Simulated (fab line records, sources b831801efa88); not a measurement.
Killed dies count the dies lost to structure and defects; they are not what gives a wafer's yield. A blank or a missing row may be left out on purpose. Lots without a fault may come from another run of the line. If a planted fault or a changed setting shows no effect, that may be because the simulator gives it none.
Lot-split experiment -- flow sfq line -- on a route of 325 steps: 5 lots, 14 wafers read

SPLIT DETAILS
At SFQ_TRILAYER_I7_VIA_LITHO_COAT_192 (resist thk 62 nm), the setting spin rpm was moved away from the recipe's 3000 rpm on 2 of the 14 wafers read, by -2.4% to +4.2%. For the rest of the wafers, this setting stayed at what the recipe calls for.

FROM THE SPLIT TO THE READING: what the file shows between them, 3 steps
- SFQ_TRILAYER_I7_VIA_LITHO_COAT_187: resist thk 650 nm
- SFQ_TRILAYER_I7_VIA_LITHO_SOFTBAKE_191
- SFQ_TRILAYER_I7_VIA_LITHO_DEVELOP_189: time 60 s

THE READING
etch.depth nm (the simulator's own value, which no gauge read), in nm, at SFQ_TRILAYER_I7_VIA_BARC_OPEN_VIA_ETCH_260 (etches BARC in O2, target depth 125 nm, time 41.7 s). The file gives no usual value for it. Average 62.04 nm, standard deviation 0.16 nm, over the 12 wafers here run with the recipe.

wafer,"tool, chamber at the split","spin rpm as run, rpm",against the recipe,"etch.depth nm, nm",against lot-mates on the recipe
L074.3,"litho track-04, 0",3000,recipe,62.08,-
L074.6,"litho track-04, 0",3000,recipe,62.19,-
L078.1,"litho track-01, 0",3126,+4.2%,60.97,-1.33
L078.4,"litho track-01, 0",3000,recipe,62.3,-
L079.3,"litho track-04, 0",3000,recipe,61.67,-
L079.6,"litho track-04, 0",2928,-2.4%,62.46,+0.79
L081.2,"litho track-04, 0",3000,recipe,61.86,-
L081.3,"litho track-04, 0",3000,recipe,62.13,-
L081.6,"litho track-04, 0",3000,recipe,61.93,-
L084.1,"litho track-01, 0",3000,recipe,62,-
L084.2,"litho track-01, 0",3000,recipe,62.12,-
L084.3,"litho track-01, 0",3000,recipe,62.1,-
L084.4,"litho track-01, 0",3000,recipe,62.04,-
L084.5,"litho track-01, 0",3000,recipe,62.06,-

FIT RESULTS
A straight line over all 14 wafers: etch.depth nm changes by -0.234 nm for each +1% of spin rpm; r = -0.89; the points scatter about the line by 0.16 nm.
The same after taking each lot's own level away (the mean of its wafers on the recipe; 14 wafers): -0.32 nm for each +1%; r = -0.99; scatter 0.068 nm.
According to that fit, moving spin rpm by its largest amount changes the reading by 1.3 nm.
From 61.670 to 62.300 nm: that is the span of the lots' own levels, equal to 4.0 times the standard deviation above.
So the lot-to-lot level changes the slope: the two fits differ.
Check: -1.38 nm against its lot-mates is what the line predicts for one of the wafers moved furthest among these (+4.2%) when that wafer is left out of the fit. It came out at -1.33 nm against them.

OTHER SPLITS APPLIED TO THESE WAFERS
Before the reading, these wafers also passed through other splits. Each is held against what the fit with the lots' levels taken away leaves over:
other split on the same wafers,wafers away from the commonest value,r with etch.depth nm (lot level and that fit taken away)
SFQ_TRILAYER_M5_LITHO_COAT_123 spin rpm,3,-0.09
SFQ_TRILAYER_R5_LITHO_COAT_136 spin rpm,1,-0.25
SFQ_TRILAYER_M6_LITHO_COAT_159 spin rpm,5,+0.08
SFQ_TRILAYER_M6_BARC_OPEN_METAL_ETCH_206 icp w,2,+0.01
SFQ_TRILAYER_I6_VIA_LITHO_COAT_174 resist thk nm,5,-0.13

THE WHOLE CHAIN: every reading that the file lists as answering this split, in the file's order
step,what it does,reading,change (the file's fit),r (the file's)
SFQ_TRILAYER_I7_VIA_LITHO_COAT_192,resist thk 62 nm,"BARC_of_TRILAYER_I7_VIA_LITHO_COAT_192.thk nm (the simulator's own value, which no gauge read)",-0.344 nm for each +1% of the setting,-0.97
SFQ_TRILAYER_I7_VIA_BARC_OPEN_VIA_ETCH_260,"etches BARC in O2, target depth 125 nm, time 41.7 s","etch.depth nm (the simulator's own value, which no gauge read)",-0.319 nm for each +1% of the setting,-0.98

THE FILE'S OWN FIT
etch.depth nm changes by -0.319 nm for each +1% of spin rpm, r = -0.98.
